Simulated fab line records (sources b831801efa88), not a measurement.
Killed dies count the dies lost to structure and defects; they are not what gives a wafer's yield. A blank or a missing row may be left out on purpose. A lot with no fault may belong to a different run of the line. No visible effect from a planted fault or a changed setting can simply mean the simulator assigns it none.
fab line records ; flow sky130
record lots=13; wafers=39; last_day=52
route steps=708 shown POLY_GATE@229 LDD_N@253 LDD_P@265 LDD_HVN@276
lots with no fault: from the same line, run without faults
start_h: hours from the record's opening day to when the first of the lot's shown wafers began ; wait_h: how many hours have passed since the lot's step before this one ; " the same as in the row above ; L1.1+2: one row covering several wafers at once ; - either no value or no given start ; * or withheld: withheld ; < > ~ a bound
route shown NAME@n: a module of which the file shows steps, and the number in the route of the first ; usual: mean/standard deviation of fault-free wafers ; same: alike in all rows ; chamber/n: place in a boat ; sites: the reading at each site ; _std_site: how widely they spread, as a standard deviation ; _edge_site: inner sites' mean taken away from outer sites' mean ; radius_mm: how far each site lies from the wafer's centre ; mask NAME#n: copy n ; behind: tool/chamber where the wafer was last shaped ; hold: reason for holding the lot/hours on hold/outcome of the hold ; device: the transistor (n, p or np) that didn't switch ; end of line: at the end of the route, the tests of the same wafers ; a step with no rows: only its recipe ; killed: count of dies lost to structure and defects at first sort (not the wafer's yield) ; map: per-die view of a wafer (x killed, . not killed, _ where there is no die)
set.NAME: setting as actually run; set.NAME@STEP: the setting as run at that earlier step ; model.NAME: the simulator's own value behind a step, which no gauge read
one table for each step of the route and one row for each wafer, over a sample of lots
services: a tool's chamber out of use, with start hour (start_h, from the record's first day; less than 0 if before it), hours out, and reason
## steps
# step SKY_POLY_GATE_ETCH_15
# recipe chemistry=N2/H2; target=BARC; ion_energy_ev=200; source_w=500; bias_w=100; pressure_mtorr=30; n2_flow_sccm=100; h2_flow_sccm=200; stop_on=SiO2; time_s=118.5; target_depth_a=1100
# usual drypump_motor_current_A=5.75/0.3; oes_product_au=0.716/0.0045; throttle_valve_pct=13.213/0.0091
lot.wafer;tool;chamber;start_h;wait_h;drypump_motor_current_A;oes_product_au;rf_hours_counter_h;throttle_valve_pct
L242.1;rie_diel-03;0;376.00;0.0;5.70;0.718;72;13.207
L242.4;rie_diel-03;3;376.00;0.0;5.88;0.713;50;13.224
L242.5;rie_diel-03;1;376.00;0.0;5.99;0.716;-;13.222
L243.2;rie_diel-03;3;381.45;0.0;5.88;0.720;50;13.207
L243.3;rie_diel-03;0;381.45;0.0;5.72;0.718;72;13.225
L243.4;rie_diel-03;2;381.45;0.0;5.62;0.718;67;13.222
L244.4;rie_diel-02;2;396.76;0.0;6.22;0.713;59;13.218
L244.5;rie_diel-02;3;396.76;0.0;5.51;0.711;-;13.202
L244.6;rie_diel-02;0;396.76;0.0;5.53;0.721;-;13.209
L245.3;rie_diel-01;3;414.70;0.0;5.09;0.718;11;13.214
L245.4;rie_diel-01;2;414.70;0.0;5.53;0.718;102;13.210
L245.6;rie_diel-01;1;414.70;0.0;5.88;0.720;-;13.225
L246.4;rie_diel-03;1;422.31;0.0;6.01;0.718;5;13.212
L246.5;rie_diel-03;0;422.31;0.0;5.72;0.719;-;13.204
L246.6;rie_diel-03;1;422.31;0.0;6.00;0.708;-;13.212
L249.1;rie_diel-03;0;447.20;0.0;5.70;0.723;74;13.201
L249.2;rie_diel-03;3;447.20;0.0;5.88;0.718;52;13.222
L249.6;rie_diel-03;2;447.20;0.0;5.61;0.711;-;13.209
L250.1;rie_diel-02;3;452.61;0.0;5.49;0.717;6;13.209
L250.2;rie_diel-02;0;452.61;0.0;5.54;0.717;17;13.210
L250.5;rie_diel-02;1;452.61;0.0;5.39;0.720;-;13.220
L251.1;rie_diel-02;2;464.50;0.0;6.20;0.724;60;13.215
L251.5;rie_diel-02;2;464.50;0.0;6.21;0.717;-;13.197
L251.6;rie_diel-02;1;464.50;0.0;5.38;0.715;-;13.221
L252.1;rie_diel-02;3;479.80;0.0;5.51;0.728;7;13.213
L252.3;rie_diel-02;2;479.80;0.0;6.21;0.719;61;13.222
L252.5;rie_diel-02;3;479.80;0.0;5.50;0.720;-;13.225
L253.1;rie_diel-01;1;485.91;0.0;5.91;0.711;91;13.213
L253.3;rie_diel-01;0;485.91;0.0;6.13;0.719;5;13.213
L253.4;rie_diel-01;3;485.91;0.0;5.07;0.717;12;13.205
L254.2;rie_diel-02;2;491.25;0.0;6.20;0.709;61;13.199
L254.3;rie_diel-02;2;491.25;0.0;6.20;0.721;-;13.209
L254.4;rie_diel-02;1;491.25;0.0;5.38;0.718;-;13.211
L258.1;rie_diel-03;0;533.25;0.0;5.71;0.713;75;13.202
L258.2;rie_diel-03;1;533.25;0.0;6.01;0.711;7;13.208
L258.6;rie_diel-03;1;533.25;0.0;6.00;0.716;-;13.219
L265.1;rie_diel-02;3;594.35;0.0;5.49;0.715;10;13.221
L265.3;rie_diel-02;0;594.35;0.0;5.54;0.715;19;13.212
L265.6;rie_diel-02;2;594.35;0.0;6.22;0.716;-;13.209
# step SKY_POLY_GATE_CD_MEAS_22
# usual cd_nm=149.4/2.2
lot.wafer;tool;chamber;start_h;wait_h;cd_nm
L242.1;cd_sem-01;-;377.99;0.1;147.5
L242.4;cd_sem-01;-;377.99;0.1;147.1
L242.5;cd_sem-01;-;377.99;0.1;151.2
L243.2;cd_sem-02;-;383.72;0.1;152.0
L243.3;cd_sem-02;-;383.72;0.1;149.7
L243.4;cd_sem-02;-;383.72;0.1;150.7
L244.4;cd_sem-01;-;398.54;0.1;146.4
L244.5;cd_sem-01;-;398.54;0.1;145.4
L244.6;cd_sem-01;-;398.54;0.1;147.7
L245.3;cd_sem-02;-;418.00;0.1;148.3
L245.4;cd_sem-02;-;418.00;0.1;150.9
L245.6;cd_sem-02;-;418.00;0.1;152.1
L246.4;cd_sem-01;-;424.71;0.1;152.5
L246.5;cd_sem-01;-;424.71;0.1;149.3
L246.6;cd_sem-01;-;424.71;0.1;150.9
L249.1;cd_sem-02;-;448.90;0.1;148.3
L249.2;cd_sem-02;-;448.90;0.1;146.5
L249.6;cd_sem-02;-;448.90;0.1;150.5
L250.1;cd_sem-02;-;454.60;0.1;149.2
L250.2;cd_sem-02;-;454.60;0.1;150.7
L250.5;cd_sem-02;-;454.60;0.1;148.6
L251.1;cd_sem-02;-;466.25;0.1;150.1
L251.5;cd_sem-02;-;466.25;0.1;150.2
L251.6;cd_sem-02;-;466.25;0.1;150.9
L252.1;cd_sem-02;-;481.55;0.1;149.2
L252.3;cd_sem-02;-;481.55;0.1;149.4
L252.5;cd_sem-02;-;481.55;0.1;147.5
L253.1;cd_sem-01;-;487.60;0.1;150.7
L253.3;cd_sem-01;-;487.60;0.1;151.7
L253.4;cd_sem-01;-;487.60;0.1;148.7
L254.2;cd_sem-01;-;493.06;0.1;148.0
L254.3;cd_sem-01;-;493.06;0.1;147.7
L254.4;cd_sem-01;-;493.06;0.1;151.5
L258.1;cd_sem-01;-;534.96;0.1;149.4
L258.2;cd_sem-01;-;534.96;0.1;150.1
L258.6;cd_sem-01;-;534.96;0.1;151.9
L265.1;cd_sem-01;-;596.15;0.1;144.5
L265.3;cd_sem-01;-;596.15;0.1;146.8
L265.6;cd_sem-01;-;596.15;0.1;147.9
# step SKY_LDD_N_STRIP_16
# recipe chemistry=O2/N2; power_w=1400; pressure_mtorr=1500; platen_temp_c=withheld; o2_flow_sccm=3000; n2_flow_sccm=300; overash_fraction=0.5
# usual drypump_motor_current_A=5.86/0.19; oes_product_au=0.407/0.0043; strip_time_to_endpoint_s=4.315/0.016
lot.wafer;tool;chamber;start_h;wait_h;drypump_motor_current_A;oes_product_au;rf_hours_counter_h;strip_time_to_endpoint_s
L242.1;plasma_asher-02;1;409.63;0.1;6.02;0.408;62;4.321
L242.4;plasma_asher-02;1;409.63;0.1;6.01;0.404;-;4.316
L242.5;plasma_asher-02;1;409.63;0.1;6.00;0.408;-;4.313
L243.2;plasma_asher-04;1;416.08;0.1;5.73;0.404;31;4.331
L243.3;plasma_asher-04;1;416.08;0.1;5.74;0.406;-;4.340
L243.4;plasma_asher-04;0;416.08;0.1;6.03;0.408;-;4.327
L244.4;plasma_asher-01;1;430.42;0.1;6.07;0.407;-;4.311
L244.5;plasma_asher-01;0;430.42;0.1;5.83;0.403;-;4.302
L244.6;plasma_asher-01;1;430.42;0.1;6.02;0.417;-;4.314
L245.3;plasma_asher-02;0;451.52;0.1;5.56;0.410;-;4.315
L245.4;plasma_asher-02;1;451.52;0.1;6.01;0.411;-;4.331
L245.6;plasma_asher-02;1;451.52;0.1;6.02;0.403;-;4.309
L246.4;plasma_asher-04;1;458.87;0.1;5.74;0.401;-;4.315
L246.5;plasma_asher-04;1;458.87;0.1;5.75;0.405;-;4.332
L246.6;plasma_asher-04;0;458.87;0.1;6.04;0.403;-;4.330
L249.1;plasma_asher-04;0;482.63;0.1;6.07;0.401;38;4.320
L249.2;plasma_asher-04;1;482.63;0.1;5.72;0.410;38;4.336
L249.6;plasma_asher-04;1;482.63;0.1;5.72;0.403;-;4.322
L250.1;plasma_asher-02;0;489.13;0.1;5.56;0.410;71;4.323
L250.2;plasma_asher-02;1;489.13;0.1;6.03;0.407;71;4.304
L250.5;plasma_asher-02;0;489.13;0.1;5.55;0.410;-;4.316
L251.1;plasma_asher-02;0;499.93;0.1;5.56;0.404;72;4.306
L251.5;plasma_asher-02;1;499.93;0.1;6.01;0.413;-;4.312
L251.6;plasma_asher-02;0;499.93;0.1;5.56;0.413;-;4.313
L252.1;plasma_asher-04;1;515.13;0.1;5.72;0.408;41;4.310
L252.3;plasma_asher-04;1;515.13;0.1;5.72;0.409;-;4.326
L252.5;plasma_asher-04;1;515.13;0.1;5.72;0.408;-;4.328
L253.1;plasma_asher-04;0;521.48;0.1;6.06;0.408;42;4.287
L253.3;plasma_asher-04;1;521.48;0.1;5.70;0.402;-;4.290
L253.4;plasma_asher-04;0;521.48;0.1;6.04;0.410;-;4.274
L254.2;plasma_asher-02;0;526.73;0.1;5.56;0.402;75;4.309
L254.3;plasma_asher-02;1;526.73;0.1;6.01;0.407;-;4.297
L254.4;plasma_asher-02;0;526.73;0.1;5.56;0.401;-;4.315
L258.1;plasma_asher-02;0;568.88;0.1;5.57;0.408;79;4.283
L258.2;plasma_asher-02;1;568.88;0.1;6.03;0.406;79;4.279
L258.6;plasma_asher-02;0;568.88;0.1;5.56;0.407;-;4.304
L265.1;plasma_asher-01;1;627.63;0.1;6.03;0.404;77;4.309
L265.3;plasma_asher-01;0;627.63;0.1;5.83;0.397;-;4.323
L265.6;plasma_asher-01;0;627.63;0.1;5.82;0.411;-;4.350
# step SKY_LDD_P_STRIP_10
# recipe chemistry=O2/N2; power_w=1400; pressure_mtorr=1500; platen_temp_c=withheld; o2_flow_sccm=3000; n2_flow_sccm=300; overash_fraction=0.5
# usual drypump_motor_current_A=5.9/0.5; oes_product_au=0.716/0.0046; strip_time_to_endpoint_s=14.19/0.041
lot.wafer;tool;chamber;start_h;wait_h;drypump_motor_current_A;oes_product_au;rf_hours_counter_h;strip_time_to_endpoint_s
L242.1;plasma_asher-04;0;442.26;0.1;6.0;0.717;33;14.15
L242.4;plasma_asher-04;1;442.26;0.1;5.7;0.715;-;14.18
L242.5;plasma_asher-04;1;442.26;0.1;5.7;0.721;-;14.17
L243.2;plasma_asher-04;1;449.00;0.1;5.7;0.721;34;14.18
L243.3;plasma_asher-04;1;449.00;0.1;5.7;0.708;-;14.23
L243.4;plasma_asher-04;0;449.00;0.1;6.1;0.723;-;14.16
L244.4;plasma_asher-03;0;463.68;0.1;5.0;0.707;-;14.24
L244.5;plasma_asher-03;1;463.68;0.1;6.7;0.718;-;14.24
L244.6;plasma_asher-03;0;463.68;0.1;5.0;0.713;-;14.23
L245.3;plasma_asher-04;0;483.74;0.1;6.1;0.715;-;14.22
L245.4;plasma_asher-04;1;483.74;0.1;5.7;0.716;-;14.23
L245.6;plasma_asher-04;0;483.74;0.1;6.1;0.724;-;14.26
L246.4;plasma_asher-03;1;491.93;0.1;6.7;0.720;-;14.20
L246.5;plasma_asher-03;1;491.93;0.1;6.7;0.717;-;14.20
L246.6;plasma_asher-03;0;491.93;0.1;5.0;0.712;-;14.22
L249.1;plasma_asher-01;0;515.10;0.1;5.8;0.717;65;14.15
L249.2;plasma_asher-01;1;515.10;0.1;6.1;0.725;65;14.21
L249.6;plasma_asher-01;0;515.10;0.1;5.8;0.715;-;14.22
L250.1;plasma_asher-04;1;521.85;0.1;5.7;0.711;42;14.18
L250.2;plasma_asher-04;0;521.85;0.1;6.1;0.710;42;14.22
L250.5;plasma_asher-04;0;521.85;0.1;6.0;0.718;-;14.21
L251.1;plasma_asher-03;0;532.00;0.1;5.0;0.713;10;14.22
L251.5;plasma_asher-03;1;532.00;0.1;6.7;0.714;-;14.22
L251.6;plasma_asher-03;0;532.00;0.1;5.0;0.714;-;14.28
L252.1;plasma_asher-04;0;547.65;0.1;6.0;0.715;44;14.13
L252.3;plasma_asher-04;0;547.65;0.1;6.0;0.718;-;14.14
L252.5;plasma_asher-04;0;547.65;0.1;6.0;0.716;-;14.13
L253.1;plasma_asher-03;1;554.55;0.1;6.7;0.719;12;14.20
L253.3;plasma_asher-03;1;554.55;0.1;6.7;0.713;-;14.18
L253.4;plasma_asher-03;0;554.55;0.1;5.0;0.712;-;14.18
L254.2;plasma_asher-04;0;559.50;0.1;6.0;0.707;46;14.20
L254.3;plasma_asher-04;0;559.50;0.1;6.0;0.718;-;14.17
L254.4;plasma_asher-04;1;559.50;0.1;5.7;0.709;-;14.22
L258.1;plasma_asher-04;1;601.25;0.1;5.7;0.945;50;-
L258.2;plasma_asher-04;0;601.25;0.1;6.0;0.957;50;-
L258.6;plasma_asher-04;0;601.25;0.1;6.0;0.963;-;-
L265.1;plasma_asher-04;0;656.25;0.1;6.0;0.717;55;14.16
L265.3;plasma_asher-04;0;656.25;0.1;6.0;0.718;-;14.15
L265.6;plasma_asher-04;1;656.25;0.1;5.7;0.722;-;14.16
# step SKY_LDD_HVN_STRIP_09
# recipe chemistry=O2/N2; power_w=1400; pressure_mtorr=1500; platen_temp_c=withheld; o2_flow_sccm=3000; n2_flow_sccm=300; overash_fraction=0.5
# usual drypump_motor_current_A=5.8/0.56; oes_product_au=0.408/0.005; strip_time_to_endpoint_s=4.134/0.014
lot.wafer;tool;chamber;start_h;wait_h;drypump_motor_current_A;oes_product_au;rf_hours_counter_h;strip_time_to_endpoint_s
L242.1;plasma_asher-01;0;475.38;0.1;5.8;0.416;62;4.121
L242.4;plasma_asher-01;1;475.38;0.1;6.1;0.409;-;4.118
L242.5;plasma_asher-01;0;475.38;0.1;5.8;0.405;-;4.148
L243.2;plasma_asher-02;1;481.88;0.1;6.0;0.404;70;4.129
L243.3;plasma_asher-02;1;481.88;0.1;6.0;0.415;-;4.127
L243.4;plasma_asher-02;0;481.88;0.1;5.5;0.406;-;4.137
L244.4;plasma_asher-03;1;496.51;0.1;6.7;0.413;-;4.119
L244.5;plasma_asher-03;1;496.51;0.1;6.7;0.411;-;4.150
L244.6;plasma_asher-03;0;496.51;0.1;5.0;0.410;-;4.128
L245.3;plasma_asher-02;1;515.46;0.1;6.0;0.408;-;4.126
L245.4;plasma_asher-02;0;515.46;0.1;5.6;0.408;-;4.129
L245.6;plasma_asher-02;0;515.46;0.1;5.6;0.416;-;4.145
L246.4;plasma_asher-03;0;524.76;0.1;5.0;0.414;-;4.135
L246.5;plasma_asher-03;0;524.76;0.1;5.0;0.404;-;4.148
L246.6;plasma_asher-03;1;524.76;0.1;6.6;0.407;-;4.166
L249.1;plasma_asher-02;1;547.58;0.1;6.0;0.403;77;4.146
L249.2;plasma_asher-02;0;547.58;0.1;5.6;0.413;77;4.162
L249.6;plasma_asher-02;0;547.58;0.1;5.6;0.418;-;4.148
L250.1;plasma_asher-02;1;554.78;0.1;6.0;0.406;77;4.117
L250.2;plasma_asher-02;0;554.78;0.1;5.5;0.414;77;4.114
L250.5;plasma_asher-02;0;554.78;0.1;5.6;0.399;-;4.121
L251.1;plasma_asher-02;1;564.53;0.1;6.0;0.415;79;4.147
L251.5;plasma_asher-02;1;564.53;0.1;6.0;0.411;-;4.157
L251.6;plasma_asher-02;0;564.53;0.1;5.5;0.401;-;4.141
L252.1;plasma_asher-03;0;579.98;0.1;5.0;0.406;15;4.130
L252.3;plasma_asher-03;0;579.98;0.1;5.0;0.410;-;4.120
L252.5;plasma_asher-03;0;579.98;0.1;5.0;0.410;-;4.150
L253.1;plasma_asher-02;0;587.38;0.1;5.6;0.400;81;4.133
L253.3;plasma_asher-02;0;587.38;0.1;5.6;0.401;-;4.108
L253.4;plasma_asher-02;1;587.38;0.1;6.0;0.407;-;4.124
L254.2;plasma_asher-01;0;592.48;0.1;5.8;0.404;73;4.137
L254.3;plasma_asher-01;1;592.48;0.1;6.0;0.404;-;4.153
L254.4;plasma_asher-01;0;592.48;0.1;5.8;0.416;-;4.123
L258.1;plasma_asher-01;1;630.68;0.1;6.0;0.499;77;6.227
L258.2;plasma_asher-01;0;630.68;0.1;5.8;0.496;77;6.229
L258.6;plasma_asher-01;1;630.68;0.1;6.0;0.492;-;6.219
L265.1;plasma_asher-03;0;684.83;0.1;5.0;0.412;25;4.114
L265.3;plasma_asher-03;0;684.83;0.1;5.0;0.413;-;4.103
L265.6;plasma_asher-03;0;684.83;0.1;5.0;0.408;-;4.125
# step SKY_LDD_HVN_TW_MEAS_10
# usual LDD_HVN_TW=1442/7
lot.wafer;tool;chamber;start_h;wait_h;LDD_HVN_TW
L242.1;film_metro-04;-;475.48;0.1;1452
L242.4;film_metro-04;-;475.48;0.1;1444
L242.5;film_metro-04;-;475.48;0.1;1442
L243.2;film_metro-01;-;481.99;0.1;1433
L243.3;film_metro-01;-;481.99;0.1;1438
L243.4;film_metro-01;-;481.99;0.1;1445
L244.4;film_metro-01;-;496.61;0.1;1430
L244.5;film_metro-01;-;496.61;0.1;1434
L244.6;film_metro-01;-;496.61;0.1;1446
L245.3;film_metro-04;-;515.55;0.1;1437
L245.4;film_metro-04;-;515.55;0.1;1432
L245.6;film_metro-04;-;515.55;0.1;1437
L246.4;film_metro-02;-;524.86;0.1;1442
L246.5;film_metro-02;-;524.86;0.1;1438
L246.6;film_metro-02;-;524.86;0.1;1440
L249.1;film_metro-04;-;547.68;0.1;1444
L249.2;film_metro-04;-;547.68;0.1;1452
L249.6;film_metro-04;-;547.68;0.1;1453
L250.1;film_metro-01;-;554.88;0.1;1446
L250.2;film_metro-01;-;554.88;0.1;1445
L250.5;film_metro-01;-;554.88;0.1;1455
L251.1;film_metro-01;-;564.63;0.1;1450
L251.5;film_metro-01;-;564.63;0.1;1447
L251.6;film_metro-01;-;564.63;0.1;1444
L252.1;film_metro-04;-;580.08;0.1;1435
L252.3;film_metro-04;-;580.08;0.1;1441
L252.5;film_metro-04;-;580.08;0.1;1440
L253.1;film_metro-01;-;587.48;0.1;1444
L253.3;film_metro-01;-;587.48;0.1;1440
L253.4;film_metro-01;-;587.48;0.1;1440
L254.2;film_metro-04;-;592.59;0.1;1432
L254.3;film_metro-04;-;592.59;0.1;1435
L254.4;film_metro-04;-;592.59;0.1;1442
L258.1;film_metro-04;-;630.78;0.1;767
L258.2;film_metro-04;-;630.78;0.1;765
L258.6;film_metro-04;-;630.78;0.1;761
L265.1;film_metro-02;-;684.93;0.1;1446
L265.3;film_metro-02;-;684.93;0.1;1443
L265.6;film_metro-02;-;684.93;0.1;1448
## services
tool;chamber;start_h;hours;kind
rie_diel-03;3;358.33;6.2;repair
plasma_asher-03;-;374.58;0.4;repair
plasma_asher-01;-;390.63;14.6;pm
plasma_asher-01;-;409.35;3.8;repair
plasma_asher-03;-;421.30;9.0;pm
plasma_asher-01;-;457.41;1.6;repair
rie_diel-02;0;484.83;12.8;repair
rie_diel-02;3;489.32;4.7;repair
plasma_asher-01;-;498.07;8.0;pm
rie_diel-03;-;504.18;4.3;pm
rie_diel-02;0;507.93;13.4;repair
rie_diel-03;2;509.12;3.1;repair
rie_diel-03;0;518.78;4.1;repair
plasma_asher-04;-;560.97;1.5;repair
rie_diel-03;3;564.55;1.2;repair
plasma_asher-02;-;577.84;0.8;repair
rie_diel-02;-;595.75;2.8;pm
rie_diel-02;-;605.09;2.4;repair
rie_diel-03;-;606.28;14.6;pm
rie_diel-02;1;614.88;6.6;repair
rie_diel-02;2;619.98;4.3;repair
rie_diel-02;3;669.69;7.1;repair
plasma_asher-01;-;675.30;3.6;repair
plasma_asher-01;-;679.46;0.8;repair
## key
first_sign step=SKY_LDD_P_STRIP_10; reading=oes_product_au; direction=up; sigmas=53; usual=0.716; struck=0.955
effect step=SKY_LDD_HVN_STRIP_09; reading=strip_time_to_endpoint_s; direction=up; sigmas=99+; usual=*; struck=*
effect step=SKY_LDD_HVN_TW_MEAS_10; reading=LDD_HVN_TW; direction=down; sigmas=97; usual=1442; struck=764
met_at SKY_LDD_P_STRIP_10
struck_lots L258
sort_left_out L258.1,L258.2,L258.6
tester_left_out L258
not_acting_at SKY_POLY_GATE_ETCH_15,SKY_POLY_GATE_CD_MEAS_22,SKY_LDD_N_STRIP_16
onset_between 559.50 601.25
fault kind=strip_aborted; tool=plasma_asher-04; chamber=-; onset_h=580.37; steps=SKY_LDD_P_STRIP_10; offset=0.42142; end_h=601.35
# tester_left_out: of these lots the tester's yield and bins aren't shown, on N5 and GAA mostly nor the transistor test; their killed dies are dies lost to structure and defects alone, not to doping, threshold or leakage, so they don't give the yield
# sort_left_out: the simulated sort isn't trusted on such a fault, so these wafers' sort isn't shown, and their yield isn't known
